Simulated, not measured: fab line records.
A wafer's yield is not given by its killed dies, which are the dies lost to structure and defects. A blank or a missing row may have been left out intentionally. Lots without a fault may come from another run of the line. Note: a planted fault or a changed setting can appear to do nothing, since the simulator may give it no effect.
Code-filled problem report in 8D (eight disciplines) form    flow sky130    the parts of the form that need people (team, actions taken, sign-off) are left out

## 1. WHAT WENT WRONG
SKY_METAL3_CD_MEAS_13, cd_nm: mean 283.4 nm over 1 wafer from 1 lot; wafers with no fault: 299.9 nm, standard deviation 1.4. Relative to the usual mean, that is a shift of -12 standard deviations.
The step: target cd 300 nm.
First seen on wafer L349.4, day 43 02:35, on cd_sem-02. The record holds 39 wafers of 13 lots with a number at this step. The rule behind "out" and "out of limits": a value lying over 4 standard deviations away from the usual mean. The rest of the wafers with a number are treated as sound.

## 2. WHAT IT IS, AND WHAT IT ISN'T
question                     is                 is not
which readings at this step  cd_nm              -
which lots                   L349               L334, L335, L336, L337, L338, L339, L340, L341, L342, L353, L354, L356
which wafers of those lots   L349.4             L349.2, L349.3
read on which gauges         cd_sem-02          cd_sem-01
when                         from day 43 02:35  up to then (29 sound wafers); but 9 sound wafers of L353, L354, L356 came after

## 3. WHAT RULES OUT EACH SUSPECT
Counting: any tool at a process step up to the reading remains a suspect provided it ran every lot that is out. Sound lots after the first of them don't rule it out here, since some wafers of a struck lot are sound.
- the gauge at SKY_METAL3_CD_MEAS_13: kept. All the wafers that are out were read on cd_sem-02, and no step on other tools shows them out.
- pvd_sputter-04 at SKY_METAL3_SPUTTER_00 (material Ti, target thk 15 nm, time 10 s): kept. It ran the lot that is out, L349 (day 41 02:32); its last sound lot up to then is L339 (day 38 18:59).
- krf_scanner-01 at SKY_METAL3_EXPOSE_10 (exposes mask MM3, target cd 300 nm): kept. It ran the lot that is out, L349 (day 42 14:45); its last sound lot up to then is L342 (day 40 19:36).
Still standing after the count: pvd_sputter-04 at SKY_METAL3_SPUTTER_00, krf_scanner-01 at SKY_METAL3_EXPOSE_10, cd_sem-02 at SKY_METAL3_CD_MEAS_13.

## 4. THE CAUSE (what the simulator had put in)
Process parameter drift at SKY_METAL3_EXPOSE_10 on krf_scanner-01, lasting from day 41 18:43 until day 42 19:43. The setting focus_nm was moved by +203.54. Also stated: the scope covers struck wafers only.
Counting leaves 3 suspects; this tool is one of them.

## 5. THE EFFECT CHAIN, in route order
Each row: a reading where the mean over the struck wafers with a number is more than 3 standard deviations away from the usual. Only readings for which the record gives a usual standard deviation are gone through. hours: the time from each lot's start at the first step in this table that gives one to its start at this step, as a median over the lots. sigmas: the change in usual standard deviations.
hours  step                   reading  usual     on struck wafers  change  sigmas
0      SKY_METAL3_CD_MEAS_13  cd_nm    299.9 nm  283.4             -16.5   -12
At these later measuring or inspecting steps, every struck wafer for which the step has a row has a number for every such reading, and none has moved that far: SKY_METAL3_OVL_MEAS_14.

## 6. WHAT WOULD HAVE CAUGHT IT SOONER
32 hours passed between the start of the fault at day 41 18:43 and the first reading out of limits at a measuring or inspecting step in this record, taken at day 43 02:35.
The start of SKY_METAL3_EXPOSE_10 on krf_scanner-01 came by day 43 02:35 for every one of the lots that are out (1). Tool hold at that time: it would have spared none of them.
